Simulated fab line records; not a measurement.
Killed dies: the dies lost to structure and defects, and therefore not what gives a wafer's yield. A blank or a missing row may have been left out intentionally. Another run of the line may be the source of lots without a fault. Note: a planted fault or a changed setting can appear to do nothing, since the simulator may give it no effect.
Lot-split experiment / flow gf180mcu / 23 wafers read from 5 lots, route of 602 steps

## SPLIT DETAILS
At GF_DUAL_GATE_STRIP_13 (strips in O2/N2), the setting power w was moved away from the recipe's 1400 W on 5 of the 23 wafers read, by -11.1% to +7.6%. All remaining wafers had this setting at the recipe value.

Reading taken at the split's own step.

## THE READING
oes product au, in a.u., at GF_DUAL_GATE_STRIP_13 (strips in O2/N2). Typical for fault-free wafers on this fab line: 0.715 a.u., with standard deviation 0.004 a.u.

wafer=L079.1; tool, chamber at the split=plasma asher-03, 0; power w as run, W=1507; against the recipe=+7.6%; oes product au, a.u.=0.752; against lot-mates on the recipe=+0.038
wafer=L079.2; tool, chamber at the split=plasma asher-03, 1; power w as run, W=1400; against the recipe=recipe; oes product au, a.u.=0.717; against lot-mates on the recipe=-
wafer=L079.4; tool, chamber at the split=plasma asher-03, 1; power w as run, W=1507; against the recipe=+7.6%; oes product au, a.u.=0.739; against lot-mates on the recipe=+0.025
wafer=L079.5; tool, chamber at the split=plasma asher-03, 1; power w as run, W=1400; against the recipe=recipe; oes product au, a.u.=0.711; against lot-mates on the recipe=-
wafer=L079.6; tool, chamber at the split=plasma asher-03, 0; power w as run, W=1507; against the recipe=+7.6%; oes product au, a.u.=0.747; against lot-mates on the recipe=+0.033
wafer=L082.2; tool, chamber at the split=plasma asher-03, 0; power w as run, W=1400; against the recipe=recipe; oes product au, a.u.=0.718; against lot-mates on the recipe=-
wafer=L082.3; tool, chamber at the split=plasma asher-03, 0; power w as run, W=1400; against the recipe=recipe; oes product au, a.u.=0.713; against lot-mates on the recipe=-
wafer=L082.4; tool, chamber at the split=plasma asher-03, 1; power w as run, W=1400; against the recipe=recipe; oes product au, a.u.=0.716; against lot-mates on the recipe=-
wafer=L082.5; tool, chamber at the split=plasma asher-03, 1; power w as run, W=1400; against the recipe=recipe; oes product au, a.u.=0.716; against lot-mates on the recipe=-
wafer=L082.6; tool, chamber at the split=plasma asher-03, 0; power w as run, W=1400; against the recipe=recipe; oes product au, a.u.=0.714; against lot-mates on the recipe=-
wafer=L083.2; tool, chamber at the split=plasma asher-02, 1; power w as run, W=1400; against the recipe=recipe; oes product au, a.u.=0.724; against lot-mates on the recipe=-
wafer=L083.4; tool, chamber at the split=plasma asher-02, 1; power w as run, W=1400; against the recipe=recipe; oes product au, a.u.=0.714; against lot-mates on the recipe=-
wafer=L083.5; tool, chamber at the split=plasma asher-02, 0; power w as run, W=1400; against the recipe=recipe; oes product au, a.u.=0.718; against lot-mates on the recipe=-
wafer=L084.1; tool, chamber at the split=plasma asher-04, 0; power w as run, W=1400; against the recipe=recipe; oes product au, a.u.=0.717; against lot-mates on the recipe=-
wafer=L084.2; tool, chamber at the split=plasma asher-04, 1; power w as run, W=1245; against the recipe=-11.1%; oes product au, a.u.=0.665; against lot-mates on the recipe=-0.050
wafer=L084.3; tool, chamber at the split=plasma asher-04, 1; power w as run, W=1400; against the recipe=recipe; oes product au, a.u.=0.719; against lot-mates on the recipe=-
wafer=L084.5; tool, chamber at the split=plasma asher-04, 1; power w as run, W=1400; against the recipe=recipe; oes product au, a.u.=0.709; against lot-mates on the recipe=-
wafer=L084.6; tool, chamber at the split=plasma asher-04, 0; power w as run, W=1245; against the recipe=-11.1%; oes product au, a.u.=0.664; against lot-mates on the recipe=-0.051
wafer=L085.1; tool, chamber at the split=plasma asher-04, 1; power w as run, W=1400; against the recipe=recipe; oes product au, a.u.=0.718; against lot-mates on the recipe=-
wafer=L085.2; tool, chamber at the split=plasma asher-04, 0; power w as run, W=1400; against the recipe=recipe; oes product au, a.u.=0.713; against lot-mates on the recipe=-
wafer=L085.3; tool, chamber at the split=plasma asher-04, 0; power w as run, W=1400; against the recipe=recipe; oes product au, a.u.=0.717; against lot-mates on the recipe=-
wafer=L085.4; tool, chamber at the split=plasma asher-04, 1; power w as run, W=1400; against the recipe=recipe; oes product au, a.u.=0.713; against lot-mates on the recipe=-
wafer=L085.6; tool, chamber at the split=plasma asher-04, 1; power w as run, W=1400; against the recipe=recipe; oes product au, a.u.=0.719; against lot-mates on the recipe=-

FIT RESULTS
A straight line over all 23 wafers: oes product au changes by +0.00435 a.u. for each +1% of power w; r = +0.98; the points scatter about the line by 0.004 a.u.
The same after taking each lot's own level away (the mean of its wafers on the recipe; 23 wafers): +0.00441 a.u. for each +1%; r = +0.98; scatter 0.0036 a.u.
That fit puts the effect of the largest move of power w on the reading at 0.049 a.u.
Measured against the standard deviation above, the lots' own levels, which go from 0.7140 to 0.7187 a.u., span 1.2 times it.
The two slopes agree, so the slope changes little with the lot-to-lot level.
Check: with one of the wafers moved furthest among these (-11.1%) left out of the fit, the line predicts -0.0487 a.u. for it against its lot-mates. Against them it came out at -0.05 a.u.
Tool readings at the split's step, against how far the setting was moved: oes product au r = +0.98; strip time to endpoint s r = -1.00.

## OTHER SPLITS APPLIED TO THESE WAFERS
Other splits were also applied to these wafers ahead of the reading. Each is held against what the fit with the lots' levels taken away leaves over:
other split on the same wafers=GF_STI_ETCH_14 icp w; wafers away from the commonest value=8; r with oes product au (lot level and that fit taken away)=+0.08
other split on the same wafers=GF_STI_OXIDATION_21 ox time s; wafers away from the commonest value=10; r with oes product au (lot level and that fit taken away)=+0.01
other split on the same wafers=GF_STI_OXIDATION_29 temp c; wafers away from the commonest value=15; r with oes product au (lot level and that fit taken away)=+0.06
other split on the same wafers=GF_MVSD_STRIP_10 power w; wafers away from the commonest value=10; r with oes product au (lot level and that fit taken away)=+0.20
other split on the same wafers=GF_MVPSD_IMPLANT_09 dose cm2; wafers away from the commonest value=12; r with oes product au (lot level and that fit taken away)=+0.25
other split on the same wafers=GF_VT_IMPLANT_DEVELOP_28 develop time s; wafers away from the commonest value=4; r with oes product au (lot level and that fit taken away)=+0.11
other split on the same wafers=GF_DUAL_GATE_OXIDATION_02 ox time s; wafers away from the commonest value=15; r with oes product au (lot level and that fit taken away)=-0.07

## THE WHOLE CHAIN: every reading that the file lists as answering this split, in the file's order
step=GF_DUAL_GATE_STRIP_13; what it does=strips in O2/N2; reading=oes product au; change (the file's fit)=+0.00443 a.u. for each +1% of the setting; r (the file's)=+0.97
step=GF_DUAL_GATE_STRIP_13; what it does=strips in O2/N2; reading=strip time to endpoint s; change (the file's fit)=withheld for each +1% of the setting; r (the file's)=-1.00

## THE FILE'S OWN FIT
oes product au changes by +0.00443 a.u. for each +1% of power w, r = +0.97.
